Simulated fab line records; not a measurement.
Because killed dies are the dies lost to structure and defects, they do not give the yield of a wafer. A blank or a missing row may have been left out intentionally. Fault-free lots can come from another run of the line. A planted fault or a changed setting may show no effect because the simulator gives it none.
fab line records	flow gf180mcu
[record] lots = 5	wafers = 15	last_day = 34
route steps=602 shown V3@450 M4@456
lots that met no fault: from a run of the same line without faults
start_h: hours from the record's opening day to when the first of the lot's shown wafers began	wait_h: hours from the lot's prior step to this one	" unchanged from the row above	L1.1+2: a single row standing in for several wafers	- either no value or no given start	* or withheld: withheld	< > ~ a bound
route shown NAME@n: NAME is a module with steps in the file, n the number in the route of the first one	usual: mean/standard deviation taken from wafers without a fault	same: alike in all rows	chamber/n: place in a boat	sites: per-site readings	_std_site: the values' standard deviation	_edge_site: mean of outer sites minus mean of inner sites	radius_mm: for every site, how far away it sits from the centre of the wafer	mask NAME#n: copy n	behind: the tool/chamber that last shaped the wafer	hold: what put the lot on hold/how long, in hours/how the hold closed	device: the transistor (n, p or np) that didn't switch	end of line: tests of these same wafers at the route's end	for a step that has no rows: nothing shown but its recipe	killed: not the wafer's yield, but the dies lost to structure and defects at the first sort	map: shows each die of a wafer: x if killed, . if not, _ if none is there
set.NAME: the setting as run; set.NAME@STEP: as run at that earlier step	model.NAME: the simulator's own value behind a step, which no gauge read
certain route steps with their lots: each step a table, each wafer a row
services: a tool's chamber out of use, with start hour (start_h, from the record's first day; less than 0 if before it), hours out, and reason
[[steps]]
[step GF_V3_SPUTTER_21]
[recipe] material = Ti	target_thk_nm = 15	chamber_pressure_pa = 5	power_w = 2500	substrate_temp_c = 200	time_s = 80.02
[usual] throttle_valve_pct = 29.9/1
lot.wafer	tool	chamber	start_h	wait_h	throttle_valve_pct
L077.3	pvd_sputter-03	-	544.43	0.0	31.3
L077.5	"	-	"	"	31.2
L077.6	"	-	"	"	31.5
L079.1	pvd_sputter-04	-	560.03	0.0	30.3
L079.3	"	-	"	"	30.8
L079.6	"	-	"	"	29.5
L080.2	pvd_sputter-04	-	576.61	0.0	30.7
L080.4	"	-	"	"	29.7
L080.5	"	-	"	"	30.1
L090.1	pvd_sputter-03	-	648.79	0.0	30.2
L090.3	"	-	"	"	28.6
L090.4	"	-	"	"	31.4
L094.1	pvd_sputter-02	-	677.77	0.0	29.3
L094.2	"	-	"	"	31.1
L094.5	"	-	"	"	29.2
[step GF_V3_SPUTTER_22]
[recipe] material = TiN	target_thk_nm = 10	chamber_pressure_pa = 5	power_w = 4000	time_s = 40
[usual] throttle_valve_pct = 29.9/1
lot.wafer	tool	chamber	start_h	wait_h	throttle_valve_pct
L077.3	pvd_sputter-03	-	544.49	0.0	31.1
L077.5	"	-	"	"	30.8
L077.6	"	-	"	"	31.3
L079.1	pvd_sputter-04	-	560.09	0.0	30.3
L079.3	"	-	"	"	30.6
L079.6	"	-	"	"	29.9
L080.2	pvd_sputter-04	-	576.67	0.0	30.8
L080.4	"	-	"	"	29.9
L080.5	"	-	"	"	30.1
L090.1	pvd_sputter-03	-	648.85	0.0	29.7
L090.3	"	-	"	"	28.3
L090.4	"	-	"	"	31.0
L094.1	pvd_sputter-02	-	677.83	0.0	29.3
L094.2	"	-	"	"	30.9
L094.5	"	-	"	"	29.6
[step GF_V3_CVD_23]
[recipe] material = W	target_thk_nm = 350	time_s = 104.9	temp_c = 400	pressure_torr = 40
[usual] heater_power_outer_w = 545/27	heater_power_w = 878/36
lot.wafer	tool	chamber	start_h	wait_h	heater_power_outer_w	heater_power_w
L077.3	cvd_w-01	0	544.56	0.1	544	827
L077.5	"	0	"	"	552	803
L077.6	"	1	"	"	576	931
L079.1	cvd_w-02	0	560.13	0.0	501	877
L079.3	"	1	"	"	554	866
L079.6	"	0	"	"	497	900
L080.2	cvd_w-02	1	576.71	0.0	548	873
L080.4	"	1	"	"	554	851
L080.5	"	1	"	"	568	866
L090.1	cvd_w-02	1	648.89	0.0	563	894
L090.3	"	1	"	"	550	879
L090.4	"	0	"	"	500	899
L094.1	cvd_w-01	1	677.87	0.0	590	922
L094.2	"	0	"	"	544	817
L094.5	"	0	"	"	544	836
[step GF_V3_RS_MEAS_24]
[recipe] thk_meas_gauge = four-point-probe	reads = W_of_V3_CVD_23+TiN_of_V3_SPUTTER_22+Ti_of_V3_SPUTTER_21
[usual] V3_W_RS = 0.325/0.0079
lot.wafer	tool	chamber	start_h	wait_h	V3_W_RS[ohm/sq]
L077.3	film_metro-04	-	544.68	0.1	0.335
L077.5	"	-	"	"	0.335
L077.6	"	-	"	"	0.331
L079.1	film_metro-02	-	560.24	0.1	0.314
L079.3	"	-	"	"	0.325
L079.6	"	-	"	"	0.316
L080.2	film_metro-01	-	576.84	0.1	0.324
L080.4	"	-	"	"	0.320
L080.5	"	-	"	"	0.319
L090.1	film_metro-01	-	649.00	0.1	0.326
L090.3	"	-	"	"	0.326
L090.4	"	-	"	"	0.317
L094.1	film_metro-02	-	677.98	0.1	0.331
L094.2	"	-	"	"	0.331
L094.5	"	-	"	"	0.333
[step GF_V3_THK_MEAS_25]
[recipe] thk_meas_gauge = xrf	reads = W_of_V3_CVD_23
[usual] V3_W_THK = 349/8.6
lot.wafer	tool	chamber	start_h	wait_h	V3_W_THK[nm]
L077.3	film_metro-04	-	544.78	0.1	339
L077.5	"	-	"	"	336
L077.6	"	-	"	"	342
L079.1	film_metro-02	-	560.36	0.1	360
L079.3	"	-	"	"	350
L079.6	"	-	"	"	361
L080.2	film_metro-01	-	576.95	0.1	344
L080.4	"	-	"	"	345
L080.5	"	-	"	"	349
L090.1	film_metro-01	-	649.12	0.1	347
L090.3	"	-	"	"	348
L090.4	"	-	"	"	356
L094.1	film_metro-02	-	678.10	0.1	344
L094.2	"	-	"	"	345
L094.5	"	-	"	"	341
[step GF_V3_CMP_26]
[recipe] stop_on = SiO2	down_force_psi = 3.5	platen_rpm = 60	t_overpolish_s = 15	target_thk_nm = 0	pad_velocity_m_s = 0.94248
[usual] motor_current_A = 11.3/0.97	overpolish_run_s = 15.001/0.0098	retaining_ring_pressure_frac = 1.000/0.0056	time_to_endpoint_s = 86/3.4
lot.wafer	tool	chamber	start_h	wait_h	motor_current_A	overpolish_run_s	retaining_ring_pressure_frac	time_to_endpoint_s
L077.3	cmp-01	3	544.87	0.1	10.9	14.994	1.000	88
L077.5	"	2	"	"	13.0	15.009	1.003	87
L077.6	"	3	"	"	11.7	15.004	1.002	89
L079.3	cmp-02	3	560.42	0.0	9.9	15.010	1.002	86
L079.1	"	1	"	"	12.4	15.010	1.002	87
L079.6	"	0	"	"	10.6	15.007	0.997	88
L080.4	cmp-02	1	577.00	0.0	12.2	15.011	0.994	85
L080.2	"	0	"	"	9.9	14.991	0.994	87
L080.5	"	1	"	"	12.1	15.001	0.987	86
L090.4	cmp-01	2	649.18	0.0	13.3	14.997	1.003	86
L090.3	"	0	"	"	12.6	15.003	1.007	81
L090.1	"	1	"	"	10.7	14.998	0.999	84
L094.2	cmp-01	3	678.21	0.1	11.6	15.018	1.004	89
L094.1	"	1	"	"	10.6	15.008	1.001	84
L094.5	"	2	"	"	12.9	14.996	1.008	84
[step GF_M4_SPUTTER_00]
[recipe] material = Ti	target_thk_nm = 37.5	arriving_ion_energy_ev = 80	substrate_temp_c = 200	chamber_pressure_pa = 2	power_w = 4000	time_s = 150
[usual] throttle_valve_pct = 30.3/0.97
lot.wafer	tool	chamber	start_h	wait_h	throttle_valve_pct
L077.3	pvd_sputter-04	-	545.12	0.2	30.4
L077.5	"	-	"	"	28.6
L077.6	"	-	"	"	30.7
L079.1	pvd_sputter-01	-	560.72	0.1	30.8
L079.3	"	-	"	"	30.9
L079.6	"	-	"	"	31.8
L080.2	pvd_sputter-02	-	577.30	0.1	30.6
L080.4	"	-	"	"	29.5
L080.5	"	-	"	"	30.7
L090.1	pvd_sputter-01	-	649.48	0.1	31.0
L090.3	"	-	"	"	30.6
L090.4	"	-	"	"	30.4
L094.1	pvd_sputter-01	-	678.46	0.1	31.8
L094.2	"	-	"	"	31.1
L094.5	"	-	"	"	32.1
[step GF_M4_SPUTTER_01]
[recipe] material = TiN	target_thk_nm = 30	power_w = 6500	time_s = 25	chamber_pressure_pa = 0.4
[usual] throttle_valve_pct = 30.3/0.96
lot.wafer	tool	chamber	start_h	wait_h	throttle_valve_pct
L077.3	pvd_sputter-04	-	545.22	0.1	30.1
L077.5	"	-	"	"	28.3
L077.6	"	-	"	"	30.4
L079.1	pvd_sputter-01	-	560.82	0.1	30.4
L079.3	"	-	"	"	30.6
L079.6	"	-	"	"	31.8
L080.2	pvd_sputter-02	-	577.40	0.1	30.7
L080.4	"	-	"	"	29.5
L080.5	"	-	"	"	30.8
L090.1	pvd_sputter-01	-	649.58	0.1	30.9
L090.3	"	-	"	"	30.9
L090.4	"	-	"	"	30.0
L094.1	pvd_sputter-01	-	678.56	0.1	32.0
L094.2	"	-	"	"	30.4
L094.5	"	-	"	"	32.0
[step GF_M4_SPUTTER_02]
[recipe] material = AlCu	target_thk_nm = 450	power_w = 10600	time_s = 23.9	chamber_pressure_pa = 0.4
[usual] throttle_valve_pct = 30.3/0.97
lot.wafer	tool	chamber	start_h	wait_h	throttle_valve_pct
L077.3	pvd_sputter-04	-	545.25	0.0	30.3
L077.5	"	-	"	"	28.1
L077.6	"	-	"	"	30.7
L079.1	pvd_sputter-01	-	560.85	0.0	30.6
L079.3	"	-	"	"	30.9
L079.6	"	-	"	"	32.0
L080.2	pvd_sputter-02	-	577.44	0.0	30.7
L080.4	"	-	"	"	29.2
L080.5	"	-	"	"	30.9
L090.1	pvd_sputter-01	-	649.61	0.0	31.0
L090.3	"	-	"	"	30.6
L090.4	"	-	"	"	30.2
L094.1	pvd_sputter-01	-	678.59	0.0	32.0
L094.2	"	-	"	"	30.8
L094.5	"	-	"	"	31.9
[step GF_M4_SPUTTER_03]
[recipe] material = Ti	target_thk_nm = 10	substrate_temp_c = 300	chamber_pressure_pa = 0.3	power_w = 3000	time_s = 6.7
[usual] throttle_valve_pct = 30.3/0.98
lot.wafer	tool	chamber	start_h	wait_h	throttle_valve_pct
L077.3	pvd_sputter-04	-	545.28	0.0	30.1
L077.5	"	-	"	"	28.5
L077.6	"	-	"	"	30.4
L079.1	pvd_sputter-01	-	560.88	0.0	30.7
L079.3	"	-	"	"	30.9
L079.6	"	-	"	"	32.0
L080.2	pvd_sputter-02	-	577.47	0.0	30.8
L080.4	"	-	"	"	29.3
L080.5	"	-	"	"	31.0
L090.1	pvd_sputter-01	-	649.64	0.0	31.2
L090.3	"	-	"	"	30.8
L090.4	"	-	"	"	30.2
L094.1	pvd_sputter-01	-	678.62	0.0	32.1
L094.2	"	-	"	"	31.1
L094.5	"	-	"	"	32.2
[step GF_M4_SPUTTER_04]
[recipe] material = TiN	target_thk_nm = 50	power_w = 6730	time_s = 41.7	chamber_pressure_pa = 0.4
[usual] throttle_valve_pct = 30.3/0.96
lot.wafer	tool	chamber	start_h	wait_h	throttle_valve_pct
L077.3	pvd_sputter-04	-	545.30	0.0	30.3
L077.5	"	-	"	"	28.2
L077.6	"	-	"	"	30.8
L079.1	pvd_sputter-01	-	560.90	0.0	30.7
L079.3	"	-	"	"	31.1
L079.6	"	-	"	"	31.9
L080.2	pvd_sputter-02	-	577.49	0.0	30.4
L080.4	"	-	"	"	29.3
L080.5	"	-	"	"	30.8
L090.1	pvd_sputter-01	-	649.67	0.0	31.0
L090.3	"	-	"	"	30.7
L090.4	"	-	"	"	30.1
L094.1	pvd_sputter-01	-	678.64	0.0	31.9
L094.2	"	-	"	"	30.8
L094.5	"	-	"	"	32.0
[step GF_M4_RS_MEAS_05]
[recipe] thk_meas_gauge = four-point-probe	reads = TiN_of_M4_SPUTTER_04+Ti_of_M4_SPUTTER_03+AlCu_of_M4_SPUTTER_02+TiN_of_M4_SPUTTER_01+Ti_of_M4_SPUTTER_00
[usual] M4_ALCU_RS = 0.0697/0.00091
lot.wafer	tool	chamber	start_h	wait_h	M4_ALCU_RS[ohm/sq]
L077.3	film_metro-01	-	545.38	0.1	0.0702
L077.5	"	-	"	"	0.0701
L077.6	"	-	"	"	0.0703
L079.1	film_metro-03	-	560.94	0.0	0.0711
L079.3	"	-	"	"	0.0695
L079.6	"	-	"	"	0.0699
L080.2	film_metro-01	-	577.55	0.0	0.0693
L080.4	"	-	"	"	0.0695
L080.5	"	-	"	"	0.0682
L090.1	film_metro-02	-	649.71	0.0	0.0696
L090.3	"	-	"	"	0.0705
L090.4	"	-	"	"	0.0698
L094.1	film_metro-02	-	678.68	0.0	0.0714
L094.2	"	-	"	"	0.0704
L094.5	"	-	"	"	0.0717
[step GF_M4_THK_MEAS_06]
[recipe] thk_meas_gauge = xrf	reads = AlCu_of_M4_SPUTTER_02
[usual] M4_ALCU_THK = 441/6.3
lot.wafer	tool	chamber	start_h	wait_h	M4_ALCU_THK[nm]
L077.3	film_metro-01	-	545.48	0.1	435
L077.5	"	-	"	"	436
L077.6	"	-	"	"	435
L079.1	film_metro-03	-	561.06	0.1	433
L079.3	"	-	"	"	444
L079.6	"	-	"	"	441
L080.2	film_metro-01	-	577.66	0.1	444
L080.4	"	-	"	"	442
L080.5	"	-	"	"	449
L090.1	film_metro-02	-	649.83	0.1	443
L090.3	"	-	"	"	435
L090.4	"	-	"	"	443
L094.1	film_metro-02	-	678.80	0.1	432
L094.2	"	-	"	"	439
L094.5	"	-	"	"	434
[step GF_M4_DEHYDRATE_07]
[recipe] temp_c = 200	time_s = 60
[usual] heater_power_total_W = 160.35/0.12	plate_temp_C = 199.95/0.16
lot.wafer	tool	chamber	start_h	wait_h	heater_power_total_W	plate_temp_C
L077.3	litho_track-02	0	556.23	10.7	160.15	199.97
L077.5	"	0	"	"	160.19	199.95
L077.6	"	0	"	"	160.49	199.81
L079.1	litho_track-04	0	571.51	10.4	160.49	199.59
L079.3	"	0	"	"	160.56	199.56
L079.6	"	0	"	"	160.66	199.78
L080.2	litho_track-03	0	587.92	10.3	160.46	199.88
L080.4	"	0	"	"	160.32	199.80
L080.5	"	0	"	"	160.31	199.65
L090.1	litho_track-04	0	658.61	8.8	160.36	200.25
L090.3	"	0	"	"	160.39	200.20
L090.4	"	0	"	"	160.36	200.20
L094.1	litho_track-04	0	687.01	8.2	160.29	200.09
L094.2	"	0	"	"	160.38	199.82
L094.5	"	0	"	"	160.39	200.11
[step GF_M4_HMDS_08]
[recipe] prime_time_s = 60	prime_temp_c = 120
lot.wafer	tool	chamber	start_h	wait_h
L077.3+5+6	litho_track-02	0	556.38	0.1
L079.1+3+6	litho_track-04	0	571.66	0.1
L080.2+4+5	litho_track-03	0	588.07	0.1
L090.1+3+4	litho_track-04	0	658.76	0.1
L094.1+2+5	litho_track-04	0	687.16	0.1
[step GF_M4_COAT_09]
[recipe] resist = KrF	spin_rpm = withheld	resist_thk_nm = 1000
lot.wafer	tool	chamber	start_h	wait_h
L077.3+5+6	litho_track-02	0	556.53	0.1
L079.1+3+6	litho_track-04	0	571.81	0.1
L080.2+4+5	litho_track-03	0	588.22	0.1
L090.1+3+4	litho_track-04	0	658.91	0.1
L094.1+2+5	litho_track-04	0	687.31	0.1
[step GF_M4_SOFTBAKE_10]
[recipe] temp_c = 130	time_s = 60	resist = KrF
[usual] heater_power_total_W = 93.06/0.061	plate_temp_C = 130.02/0.14
lot.wafer	tool	chamber	start_h	wait_h	heater_power_total_W	plate_temp_C
L077.3	litho_track-02	0	556.68	0.1	93.00	130.09
L077.5	"	0	"	"	93.12	130.19
L077.6	"	0	"	"	93.08	129.88
L079.1	litho_track-04	0	571.96	0.1	93.13	130.19
L079.3	"	0	"	"	93.13	129.96
L079.6	"	0	"	"	93.16	129.97
L080.2	litho_track-03	0	588.37	0.1	93.06	130.18
L080.4	"	0	"	"	93.03	130.00
L080.5	"	0	"	"	93.08	130.04
L090.1	litho_track-04	0	659.06	0.1	92.94	130.18
L090.3	"	0	"	"	93.10	129.94
L090.4	"	0	"	"	92.87	129.97
L094.1	litho_track-04	0	687.46	0.1	93.01	129.98
L094.2	"	0	"	"	93.08	129.93
L094.5	"	0	"	"	93.03	130.15
[step GF_M4_EXPOSE_11]
[recipe] mask_id = Metal4	target_cd_nm = 280	na = 0.68	source_shape = conventional	sigma_outer = 0.6	dose_mj = 28
lot.wafer	tool	chamber	start_h	wait_h	mask
L077.3+5+6	krf_scanner-01	0	-	-	Metal4#0
L079.1+3+6	krf_scanner-02	0	-	-	Metal4#0
L080.2+4+5	krf_scanner-01	0	-	-	Metal4#0
L090.1+3+4	krf_scanner-02	0	-	-	Metal4#0
L094.1+2+5	krf_scanner-01	0	-	-	Metal4#0
[step GF_M4_PEB_12]
[recipe] peb_temp_c = 135	peb_time_s = 90	resist = KrF
[usual] heater_power_total_W = 85.70/0.084	plate_temp_C = 135.00/0.13
lot.wafer	tool	chamber	start_h	wait_h	heater_power_total_W	plate_temp_C
L077.3	litho_track-02	0	-	-	85.76	134.99
L077.5	"	0	"	"	85.68	135.01
L077.6	"	0	"	"	85.60	134.95
L079.1	litho_track-04	0	-	-	85.76	134.96
L079.3	"	0	"	"	85.79	134.90
L079.6	"	0	"	"	85.68	135.07
L080.2	litho_track-02	0	-	-	85.70	135.16
L080.4	"	0	"	"	85.75	135.19
L080.5	"	0	"	"	85.65	135.21
L090.1	litho_track-02	0	-	-	85.83	134.81
L090.3	"	0	"	"	85.79	134.78
L090.4	"	0	"	"	85.60	134.94
L094.1	litho_track-02	0	-	-	85.59	135.01
L094.2	"	0	"	"	85.66	134.93
L094.5	"	0	"	"	85.67	134.89
[step GF_M4_DEVELOP_13]
[recipe] develop_time_s = 60	dev_temp_c = 21
lot.wafer	tool	chamber	start_h	wait_h
L077.3+5+6	litho_track-02	0	567.78	0.1
L079.1+3+6	litho_track-04	0	583.11	0.2
L080.2+4+5	litho_track-02	0	598.90	0.2
L090.1+3+4	litho_track-02	0	668.43	0.2
L094.1+2+5	litho_track-02	0	697.23	0.2
[step GF_M4_CD_MEAS_14]
[recipe] target_cd_nm = 280
[usual] cd_nm = 279.2/1.2
lot.wafer	tool	chamber	start_h	wait_h	cd_nm
L077.3	cd_sem-02	-	567.92	0.1	278.9
L077.5	"	-	"	"	279.1
L077.6	"	-	"	"	277.6
L079.1	cd_sem-01	-	583.26	0.1	281.3
L079.3	"	-	"	"	281.5
L079.6	"	-	"	"	280.2
L080.2	cd_sem-01	-	599.05	0.1	279.0
L080.4	"	-	"	"	279.0
L080.5	"	-	"	"	278.5
L090.1	cd_sem-02	-	668.58	0.1	280.4
L090.3	"	-	"	"	279.4
L090.4	"	-	"	"	280.3
L094.1	cd_sem-02	-	697.38	0.1	278.8
L094.2	"	-	"	"	278.5
L094.5	"	-	"	"	278.2
[[services]]
tool	chamber	start_h	hours	kind
cmp-02	-	523.37	2.8	repair
cvd_w-01	-	525.69	2.8	pm
cmp-02	-	530.13	3.2	pm
pvd_sputter-04	-	541.43	3.4	repair
krf_scanner-02	-	543.95	5.1	repair
cmp-01	-	572.00	4.0	pm
cvd_w-01	-	581.93	6.0	pm
cvd_w-02	0	584.71	14.5	repair
cmp-02	-	589.51	1.9	repair
krf_scanner-02	-	590.50	1.3	pm
krf_scanner-01	-	594.74	1.0	pm
cmp-01	-	596.31	8.8	pm
krf_scanner-02	-	602.62	0.8	pm
cmp-01	-	605.70	2.9	repair
krf_scanner-01	-	611.98	1.3	pm
cmp-01	-	616.36	0.6	repair
krf_scanner-01	-	640.13	0.8	pm
cvd_w-02	0	641.30	1.3	repair
pvd_sputter-04	-	647.00	6.1	repair
cmp-02	-	650.18	0.9	repair
cmp-01	-	652.70	2.9	repair
krf_scanner-02	-	656.07	2.2	repair
krf_scanner-01	-	673.35	4.8	repair
cvd_w-02	-	685.92	0.7	repair
[[key]]
fault none
